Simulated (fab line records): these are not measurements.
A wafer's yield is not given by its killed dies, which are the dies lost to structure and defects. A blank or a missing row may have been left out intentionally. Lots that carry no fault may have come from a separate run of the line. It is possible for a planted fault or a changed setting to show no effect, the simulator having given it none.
Which tool did it? :: flow gf180mcu :: 13 lots, 39 wafers sampled, at 4 steps of a route of 602

== WHAT EACH GAUGE READ, for each wafer ==
No reading from a measuring or inspecting step in the record can be judged against a usual standard deviation.

== TOOL THAT RAN EACH LOT (tool first, then ch and the chambers of the sampled wafers, then the start) ==
lot: L985
GF_DUAL_GATE_OXIDATION_15: furnace-01 ch 0, day 8 08:58
GF_V1_ETCH_16: rie_diel-02 ch 0,3, day 18 04:43
GF_V1_SPUTTER_22: pvd_sputter-03, day 18 05:26
GF_M2_SPUTTER_04: pvd_sputter-04, day 18 06:15

lot: L986
GF_DUAL_GATE_OXIDATION_15: furnace-02 ch 0, day 8 15:58
GF_V1_ETCH_16: rie_diel-01 ch 0,1,2, day 18 15:07
GF_V1_SPUTTER_22: pvd_sputter-01, day 18 15:50
GF_M2_SPUTTER_04: pvd_sputter-04, day 18 16:46

lot: L988
GF_DUAL_GATE_OXIDATION_15: furnace-02 ch 0, day 9 06:23
GF_V1_ETCH_16: rie_diel-03 ch 1,2, day 19 07:37
GF_V1_SPUTTER_22: pvd_sputter-03, day 19 08:21
GF_M2_SPUTTER_04: pvd_sputter-04, day 19 09:10

lot: L989
GF_DUAL_GATE_OXIDATION_15: furnace-02 ch 0, day 9 10:26
GF_V1_ETCH_16: rie_diel-01 ch 1,3, day 19 21:45
GF_V1_SPUTTER_22: pvd_sputter-02, day 19 22:28
GF_M2_SPUTTER_04: pvd_sputter-01, day 19 23:34

lot: L990
GF_DUAL_GATE_OXIDATION_15: furnace-02 ch 0, day 9 16:32
GF_V1_ETCH_16: rie_diel-01 ch 0,2,3, day 20 02:27
GF_V1_SPUTTER_22: pvd_sputter-02, day 20 03:10
GF_M2_SPUTTER_04: pvd_sputter-04, day 20 03:59

lot: L995
GF_DUAL_GATE_OXIDATION_15: furnace-01 ch 0, day 11 08:41
GF_V1_ETCH_16: rie_diel-01 ch 0,2, day 22 06:25
GF_V1_SPUTTER_22: pvd_sputter-02, day 22 07:10
GF_M2_SPUTTER_04: pvd_sputter-01, day 22 08:05

lot: L996
GF_DUAL_GATE_OXIDATION_15: furnace-02 ch 0, day 11 15:11
GF_V1_ETCH_16: rie_diel-01 ch 1,2, day 22 11:37
GF_V1_SPUTTER_22: pvd_sputter-02, day 22 12:20
GF_M2_SPUTTER_04: pvd_sputter-01, day 22 13:16

lot: L997
GF_DUAL_GATE_OXIDATION_15: furnace-01 ch 0, day 11 17:16
GF_V1_ETCH_16: rie_diel-02 ch 0,1,2, day 22 14:01
GF_V1_SPUTTER_22: pvd_sputter-03, day 22 14:44
GF_M2_SPUTTER_04: pvd_sputter-04, day 22 15:33

lot: L101
GF_DUAL_GATE_OXIDATION_15: furnace-02 ch 0, day 13 03:52
GF_V1_ETCH_16: rie_diel-02 ch 1,2,3, day 24 07:10
GF_V1_SPUTTER_22: pvd_sputter-03, day 24 07:53
GF_M2_SPUTTER_04: pvd_sputter-04, day 24 08:42

lot: L102
GF_DUAL_GATE_OXIDATION_15: furnace-02 ch 0, day 13 18:20
GF_V1_ETCH_16: rie_diel-03 ch 1,2, day 24 22:52
GF_V1_SPUTTER_22: pvd_sputter-01, day 24 23:37
GF_M2_SPUTTER_04: pvd_sputter-04, day 25 00:26

lot: L103
GF_DUAL_GATE_OXIDATION_15: furnace-01 ch 0, day 14 07:05
GF_V1_ETCH_16: rie_diel-03 ch 1,3, day 25 11:43
GF_V1_SPUTTER_22: pvd_sputter-01, day 25 12:28
GF_M2_SPUTTER_04: pvd_sputter-04, day 25 13:17

lot: L105
GF_DUAL_GATE_OXIDATION_15: furnace-02 ch 0, day 14 10:44
GF_V1_ETCH_16: rie_diel-02 ch 0,1,3, day 25 15:44
GF_V1_SPUTTER_22: pvd_sputter-02, day 25 16:29
GF_M2_SPUTTER_04: pvd_sputter-01, day 25 17:17

lot: L106
GF_DUAL_GATE_OXIDATION_15: furnace-01 ch 0, day 14 15:40
GF_V1_ETCH_16: rie_diel-03 ch 0,1, day 25 18:31
GF_V1_SPUTTER_22: pvd_sputter-02, day 25 19:15
GF_M2_SPUTTER_04: pvd_sputter-01, day 25 20:04
- GF_DUAL_GATE_OXIDATION_15: stabilise 600 s, purge 300 s, target thk 7.098 nm.
- GF_V1_ETCH_16: etches BARC in N2/H2.
- GF_V1_SPUTTER_22: material TiN, target thk 10 nm, time 40 s.
- GF_M2_SPUTTER_04: material TiN, target thk 50 nm, time 41.7 s.

== WHAT THE TOOLS THEMSELVES READ (means of the sampled wafers that have a number; where no wafer has one, the mark that the record gives instead) ==
GF_DUAL_GATE_OXIDATION_15. Usual: spike_tc_bottom_C 864.4 C, standard deviation 1.2; spike_tc_centre_C 849.6 C, standard deviation 0.94; spike_tc_lower_C 850.6 C, standard deviation 1; spike_tc_top_C 861.1 C, standard deviation 1.8; spike_tc_upper_C 850.0 C, standard deviation 1.
lot: L985
tool: furnace-01
spike_tc_bottom_C (C): 863.7
spike_tc_centre_C (C): 849.1
spike_tc_lower_C (C): 850.9
spike_tc_top_C (C): 860.1
spike_tc_upper_C (C): 849.0
flag: 

lot: L986
tool: furnace-02
spike_tc_bottom_C (C): 864.6
spike_tc_centre_C (C): 849.2
spike_tc_lower_C (C): 850.0
spike_tc_top_C (C): 862.0
spike_tc_upper_C (C): 849.5
flag: 

lot: L988
tool: furnace-02
spike_tc_bottom_C (C): 866.1
spike_tc_centre_C (C): 849.5
spike_tc_lower_C (C): 851.1
spike_tc_top_C (C): 863.1
spike_tc_upper_C (C): 850.2
flag: 

lot: L989
tool: furnace-02
spike_tc_bottom_C (C): 864.4
spike_tc_centre_C (C): 849.1
spike_tc_lower_C (C): 851.0
spike_tc_top_C (C): 863.3
spike_tc_upper_C (C): 850.5
flag: 

lot: L990
tool: furnace-02
spike_tc_bottom_C (C): 864.7
spike_tc_centre_C (C): 849.0
spike_tc_lower_C (C): 850.4
spike_tc_top_C (C): 862.3
spike_tc_upper_C (C): 849.1
flag: 

lot: L995
tool: furnace-01
spike_tc_bottom_C (C): 864.0
spike_tc_centre_C (C): 850.2
spike_tc_lower_C (C): 850.0
spike_tc_top_C (C): 859.3
spike_tc_upper_C (C): 850.1
flag: 

lot: L996
tool: furnace-02
spike_tc_bottom_C (C): 864.2
spike_tc_centre_C (C): 849.2
spike_tc_lower_C (C): 850.3
spike_tc_top_C (C): 862.3
spike_tc_upper_C (C): 850.2
flag: 

lot: L997
tool: furnace-01
spike_tc_bottom_C (C): 863.3
spike_tc_centre_C (C): 849.0
spike_tc_lower_C (C): 849.9
spike_tc_top_C (C): 859.0
spike_tc_upper_C (C): 850.3
flag: 

lot: L101
tool: furnace-02
spike_tc_bottom_C (C): 844.6
spike_tc_centre_C (C): 829.3
spike_tc_lower_C (C): 830.0
spike_tc_top_C (C): 841.9
spike_tc_upper_C (C): 829.8
flag: OFF

lot: L102
tool: furnace-02
spike_tc_bottom_C (C): 845.0
spike_tc_centre_C (C): 828.6
spike_tc_lower_C (C): 830.3
spike_tc_top_C (C): 842.6
spike_tc_upper_C (C): 829.3
flag: OFF

lot: L103
tool: furnace-01
spike_tc_bottom_C (C): 863.7
spike_tc_centre_C (C): 849.0
spike_tc_lower_C (C): 850.2
spike_tc_top_C (C): 858.8
spike_tc_upper_C (C): 848.9
flag: 

lot: L105
tool: furnace-02
spike_tc_bottom_C (C): 843.4
spike_tc_centre_C (C): 829.5
spike_tc_lower_C (C): 831.0
spike_tc_top_C (C): 840.9
spike_tc_upper_C (C): 830.0
flag: OFF

lot: L106
tool: furnace-01
spike_tc_bottom_C (C): 863.4
spike_tc_centre_C (C): 850.2
spike_tc_lower_C (C): 851.3
spike_tc_top_C (C): 858.5
spike_tc_upper_C (C): 849.9
flag: 

GF_V1_ETCH_16. Usual: drypump_motor_current_A 5.6 A, standard deviation 0.42; oes_product_au 0.856 a.u., standard deviation 0.0048; throttle_valve_pct 13.224 %, standard deviation 0.0091.
lot: L985
tool: rie_diel-02
drypump_motor_current_A (A): 5.8
oes_product_au (a.u.): 0.859
throttle_valve_pct (%): 13.227
flag: 

lot: L986
tool: rie_diel-01
drypump_motor_current_A (A): 5.8
oes_product_au (a.u.): 0.856
throttle_valve_pct (%): 13.218
flag: 

lot: L988
tool: rie_diel-03
drypump_motor_current_A (A): 5.4
oes_product_au (a.u.): 0.856
throttle_valve_pct (%): 13.231
flag: 

lot: L989
tool: rie_diel-01
drypump_motor_current_A (A): 5.6
oes_product_au (a.u.): 0.857
throttle_valve_pct (%): 13.229
flag: 

lot: L990
tool: rie_diel-01
drypump_motor_current_A (A): 5.5
oes_product_au (a.u.): 0.860
throttle_valve_pct (%): 13.219
flag: 

lot: L995
tool: rie_diel-01
drypump_motor_current_A (A): 5.7
oes_product_au (a.u.): 0.856
throttle_valve_pct (%): 13.221
flag: 

lot: L996
tool: rie_diel-01
drypump_motor_current_A (A): 6.0
oes_product_au (a.u.): 0.859
throttle_valve_pct (%): 13.223
flag: 

lot: L997
tool: rie_diel-02
drypump_motor_current_A (A): 5.6
oes_product_au (a.u.): 0.859
throttle_valve_pct (%): 13.230
flag: 

lot: L101
tool: rie_diel-02
drypump_motor_current_A (A): 5.6
oes_product_au (a.u.): 0.860
throttle_valve_pct (%): 13.225
flag: 

lot: L102
tool: rie_diel-03
drypump_motor_current_A (A): 5.4
oes_product_au (a.u.): 0.858
throttle_valve_pct (%): 13.219
flag: 

lot: L103
tool: rie_diel-03
drypump_motor_current_A (A): 5.0
oes_product_au (a.u.): 0.856
throttle_valve_pct (%): 13.220
flag: 

lot: L105
tool: rie_diel-02
drypump_motor_current_A (A): 5.7
oes_product_au (a.u.): 0.854
throttle_valve_pct (%): 13.212
flag: 

lot: L106
tool: rie_diel-03
drypump_motor_current_A (A): 5.7
oes_product_au (a.u.): 0.854
throttle_valve_pct (%): 13.220
flag: 

GF_V1_SPUTTER_22. Usual: throttle_valve_pct 29.8 %, standard deviation 0.68.
lot: L985
tool: pvd_sputter-03
throttle_valve_pct (%): 30.2
flag: 

lot: L986
tool: pvd_sputter-01
throttle_valve_pct (%): 29.7
flag: 

lot: L988
tool: pvd_sputter-03
throttle_valve_pct (%): 30.1
flag: 

lot: L989
tool: pvd_sputter-02
throttle_valve_pct (%): 29.5
flag: 

lot: L990
tool: pvd_sputter-02
throttle_valve_pct (%): 29.2
flag: 

lot: L995
tool: pvd_sputter-02
throttle_valve_pct (%): 30.1
flag: 

lot: L996
tool: pvd_sputter-02
throttle_valve_pct (%): 29.9
flag: 

lot: L997
tool: pvd_sputter-03
throttle_valve_pct (%): 29.9
flag: 

lot: L101
tool: pvd_sputter-03
throttle_valve_pct (%): 30.3
flag: 

lot: L102
tool: pvd_sputter-01
throttle_valve_pct (%): 30.0
flag: 

lot: L103
tool: pvd_sputter-01
throttle_valve_pct (%): 28.9
flag: 

lot: L105
tool: pvd_sputter-02
throttle_valve_pct (%): 29.4
flag: 

lot: L106
tool: pvd_sputter-02
throttle_valve_pct (%): 29.3
flag: 

GF_M2_SPUTTER_04. Usual: throttle_valve_pct 29.5 %, standard deviation 0.85.
lot: L985
tool: pvd_sputter-04
throttle_valve_pct (%): 29.3
flag: 

lot: L986
tool: pvd_sputter-04
throttle_valve_pct (%): 29.8
flag: 

lot: L988
tool: pvd_sputter-04
throttle_valve_pct (%): 29.2
flag: 

lot: L989
tool: pvd_sputter-01
throttle_valve_pct (%): 30.0
flag: 

lot: L990
tool: pvd_sputter-04
throttle_valve_pct (%): 29.0
flag: 

lot: L995
tool: pvd_sputter-01
throttle_valve_pct (%): 29.0
flag: 

lot: L996
tool: pvd_sputter-01
throttle_valve_pct (%): 30.0
flag: 

lot: L997
tool: pvd_sputter-04
throttle_valve_pct (%): 30.1
flag: 

lot: L101
tool: pvd_sputter-04
throttle_valve_pct (%): 29.7
flag: 

lot: L102
tool: pvd_sputter-04
throttle_valve_pct (%): 29.6
flag: 

lot: L103
tool: pvd_sputter-04
throttle_valve_pct (%): 29.9
flag: 

lot: L105
tool: pvd_sputter-01
throttle_valve_pct (%): 30.0
flag: 

lot: L106
tool: pvd_sputter-01
throttle_valve_pct (%): 29.0
flag: 

== THE ANSWER, worked out from the rows above alone ==
Rule: lot off if the mean of its wafers having a number is beyond 3 standard deviations from the usual mean. A lot without any number at a reading at which 4 lots or more have one is off too. Any other lot the step has rows for is counted as sound. The gauges are gone through in route order, then the tools' own readings, and for those a lot's mean is taken as printed above. The first step at which some lot is off is used, and at that step the reading that is off furthest; a lot without a number counts as furthest.
Off: L101, L102, L105, at GF_DUAL_GATE_OXIDATION_15 (spike_tc_centre_C).
A tool fits if, at that step or a process step before it, it ran every lot that is off, and no sound lot after the first of them. One fits: GF_DUAL_GATE_OXIDATION_15 on furnace-02. A fault onset in the window from L996 (day 11 15:11, its last sound lot) to L101 (day 13 03:52, its first lot off) fits.
The tool's own readings at GF_DUAL_GATE_OXIDATION_15 bear it out: on the lots that are off they differ by more than 5 times the standard deviation of the sound lots' means. spike_tc_bottom_C reads 844.3 C there against 864.2 C on the sound lots; spike_tc_centre_C reads 829.1 C there against 849.4 C on the sound lots; spike_tc_lower_C reads 830.4 C there against 850.5 C on the sound lots; spike_tc_top_C reads 841.8 C there against 860.9 C on the sound lots; spike_tc_upper_C reads 829.7 C there against 849.8 C on the sound lots.

== WHAT WAS PUT IN BY THE SIMULATOR ==
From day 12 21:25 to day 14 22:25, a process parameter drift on furnace-02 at GF_DUAL_GATE_OXIDATION_15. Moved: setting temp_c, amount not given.
Struck lots among those shown: L101, L102, L105. This agrees with what the rule above found.
